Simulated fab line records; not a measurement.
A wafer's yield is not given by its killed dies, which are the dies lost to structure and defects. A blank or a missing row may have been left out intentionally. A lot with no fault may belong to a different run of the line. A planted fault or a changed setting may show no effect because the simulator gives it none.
Split-lot experiment :: flow gf180mcu :: route with 602 steps; 5 lots, 23 wafers read

== SPLIT DETAILS ==
At GF_V2_SPUTTER_22 (material TiN, target thk 10 nm, time 40 s), the setting time_s was moved away from the recipe's 40 s on 8 of the 23 wafers read, by -14.6% to +12.7%. For the rest of the wafers, this setting stayed at what the recipe calls for.

Reading taken at the split's own step.

== THE READING ==
TiN_of_V2_SPUTTER_22.thk_nm (the simulator's own value, which no gauge read), in nm, at GF_V2_SPUTTER_22 (material TiN, target thk 10 nm, time 40 s). The file does not state a usual value for it. Across the 15 wafers here that went through the recipe, the average is 10.077 nm and the standard deviation 0.13 nm.

wafer: L074.2
tool, chamber at the split: pvd_sputter-02, -
time_s as run, s: 40
against the recipe: recipe
TiN_of_V2_SPUTTER_22.thk_nm, nm: 9.935
against lot-mates on the recipe: -

wafer: L074.4
tool, chamber at the split: pvd_sputter-02, -
time_s as run, s: 40
against the recipe: recipe
TiN_of_V2_SPUTTER_22.thk_nm, nm: 9.965
against lot-mates on the recipe: -

wafer: L074.6
tool, chamber at the split: pvd_sputter-02, -
time_s as run, s: 40
against the recipe: recipe
TiN_of_V2_SPUTTER_22.thk_nm, nm: 9.927
against lot-mates on the recipe: -

wafer: L076.1
tool, chamber at the split: pvd_sputter-01, -
time_s as run, s: 40
against the recipe: recipe
TiN_of_V2_SPUTTER_22.thk_nm, nm: 10.3
against lot-mates on the recipe: -

wafer: L076.2
tool, chamber at the split: pvd_sputter-01, -
time_s as run, s: 40
against the recipe: recipe
TiN_of_V2_SPUTTER_22.thk_nm, nm: 10.17
against lot-mates on the recipe: -

wafer: L076.3
tool, chamber at the split: pvd_sputter-01, -
time_s as run, s: 40
against the recipe: recipe
TiN_of_V2_SPUTTER_22.thk_nm, nm: 10.1
against lot-mates on the recipe: -

wafer: L076.5
tool, chamber at the split: pvd_sputter-01, -
time_s as run, s: 40
against the recipe: recipe
TiN_of_V2_SPUTTER_22.thk_nm, nm: 10.12
against lot-mates on the recipe: -

wafer: L076.6
tool, chamber at the split: pvd_sputter-01, -
time_s as run, s: 40
against the recipe: recipe
TiN_of_V2_SPUTTER_22.thk_nm, nm: 10.2
against lot-mates on the recipe: -

wafer: L077.1
tool, chamber at the split: pvd_sputter-03, -
time_s as run, s: 44.12
against the recipe: +10.3%
TiN_of_V2_SPUTTER_22.thk_nm, nm: 11.27
against lot-mates on the recipe: +1.055

wafer: L077.3
tool, chamber at the split: pvd_sputter-03, -
time_s as run, s: 40
against the recipe: recipe
TiN_of_V2_SPUTTER_22.thk_nm, nm: 10.23
against lot-mates on the recipe: -

wafer: L077.4
tool, chamber at the split: pvd_sputter-03, -
time_s as run, s: 44.12
against the recipe: +10.3%
TiN_of_V2_SPUTTER_22.thk_nm, nm: 11.17
against lot-mates on the recipe: +0.955

wafer: L077.5
tool, chamber at the split: pvd_sputter-03, -
time_s as run, s: 44.12
against the recipe: +10.3%
TiN_of_V2_SPUTTER_22.thk_nm, nm: 11.13
against lot-mates on the recipe: +0.915

wafer: L077.6
tool, chamber at the split: pvd_sputter-03, -
time_s as run, s: 40
against the recipe: recipe
TiN_of_V2_SPUTTER_22.thk_nm, nm: 10.2
against lot-mates on the recipe: -

wafer: L081.2
tool, chamber at the split: pvd_sputter-02, -
time_s as run, s: 34.15
against the recipe: -14.6%
TiN_of_V2_SPUTTER_22.thk_nm, nm: 8.399
against lot-mates on the recipe: -1.495

wafer: L081.3
tool, chamber at the split: pvd_sputter-02, -
time_s as run, s: 34.15
against the recipe: -14.6%
TiN_of_V2_SPUTTER_22.thk_nm, nm: 8.401
against lot-mates on the recipe: -1.493

wafer: L081.4
tool, chamber at the split: pvd_sputter-02, -
time_s as run, s: 40
against the recipe: recipe
TiN_of_V2_SPUTTER_22.thk_nm, nm: 9.959
against lot-mates on the recipe: -

wafer: L081.5
tool, chamber at the split: pvd_sputter-02, -
time_s as run, s: 34.15
against the recipe: -14.6%
TiN_of_V2_SPUTTER_22.thk_nm, nm: 8.567
against lot-mates on the recipe: -1.327

wafer: L081.6
tool, chamber at the split: pvd_sputter-02, -
time_s as run, s: 40
against the recipe: recipe
TiN_of_V2_SPUTTER_22.thk_nm, nm: 9.829
against lot-mates on the recipe: -

wafer: L084.1
tool, chamber at the split: pvd_sputter-03, -
time_s as run, s: 40
against the recipe: recipe
TiN_of_V2_SPUTTER_22.thk_nm, nm: 10.02
against lot-mates on the recipe: -

wafer: L084.2
tool, chamber at the split: pvd_sputter-03, -
time_s as run, s: 45.06
against the recipe: +12.7%
TiN_of_V2_SPUTTER_22.thk_nm, nm: 11.39
against lot-mates on the recipe: +1.317

wafer: L084.3
tool, chamber at the split: pvd_sputter-03, -
time_s as run, s: 40
against the recipe: recipe
TiN_of_V2_SPUTTER_22.thk_nm, nm: 10.06
against lot-mates on the recipe: -

wafer: L084.4
tool, chamber at the split: pvd_sputter-03, -
time_s as run, s: 45.06
against the recipe: +12.7%
TiN_of_V2_SPUTTER_22.thk_nm, nm: 11.27
against lot-mates on the recipe: +1.197

wafer: L084.5
tool, chamber at the split: pvd_sputter-03, -
time_s as run, s: 40
against the recipe: recipe
TiN_of_V2_SPUTTER_22.thk_nm, nm: 10.14
against lot-mates on the recipe: -

THE FIT
A straight line over all 23 wafers: TiN_of_V2_SPUTTER_22.thk_nm changes by +0.107 nm for each +1% of time_s; r = +0.99; the points scatter about the line by 0.12 nm.
The same after taking each lot's own level away (the mean of its wafers on the recipe; 23 wafers): +0.0977 nm for each +1%; r = +1.00; scatter 0.063 nm.
According to that fit, moving time_s by its largest amount changes the reading by 1.4 nm.
The lots' own levels span 9.8940 to 10.2150 nm, that is 2.5 times the standard deviation above.
Hence the lot-to-lot level has little effect on the slope; both slopes agree.
Check: -1.41 nm against its lot-mates is what the line predicts for one of the wafers moved furthest among these (-14.6%) when that wafer is left out of the fit. It came out at -1.5 nm against them.

== OTHER SPLITS ON THESE WAFERS ==
Note: prior to the reading, these wafers also went through further splits. Each is held against what the fit with the lots' levels taken away leaves over:
other split on the same wafers: GF_V1_CMP_04 leave_above_ref_nm
wafers away from the commonest value: 5
r with TiN_of_V2_SPUTTER_22.thk_nm (lot level and that fit taken away): -0.18

other split on the same wafers: GF_V1_ETCH_17 bias_w
wafers away from the commonest value: 9
r with TiN_of_V2_SPUTTER_22.thk_nm (lot level and that fit taken away): -0.16

other split on the same wafers: GF_V1_SPUTTER_22 chamber_pressure_pa
wafers away from the commonest value: 15
r with TiN_of_V2_SPUTTER_22.thk_nm (lot level and that fit taken away): -0.01

other split on the same wafers: GF_M2_SPUTTER_02 time_s
wafers away from the commonest value: 9
r with TiN_of_V2_SPUTTER_22.thk_nm (lot level and that fit taken away): +0.08

other split on the same wafers: GF_M2_METAL_ETCH_16 bias_w
wafers away from the commonest value: 2
r with TiN_of_V2_SPUTTER_22.thk_nm (lot level and that fit taken away): +0.10

other split on the same wafers: GF_V2_CMP_04 leave_above_ref_nm
wafers away from the commonest value: 5
r with TiN_of_V2_SPUTTER_22.thk_nm (lot level and that fit taken away): -0.29

other split on the same wafers: GF_V2_PEB_12 peb_time_s
wafers away from the commonest value: 8
r with TiN_of_V2_SPUTTER_22.thk_nm (lot level and that fit taken away): +0.35

other split on the same wafers: GF_V2_ETCH_16 source_w
wafers away from the commonest value: 11
r with TiN_of_V2_SPUTTER_22.thk_nm (lot level and that fit taken away): +0.09

== FILE'S OWN FIT ==
TiN_of_V2_SPUTTER_22.thk_nm changes by +0.0978 nm for each +1% of time_s, r = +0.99.
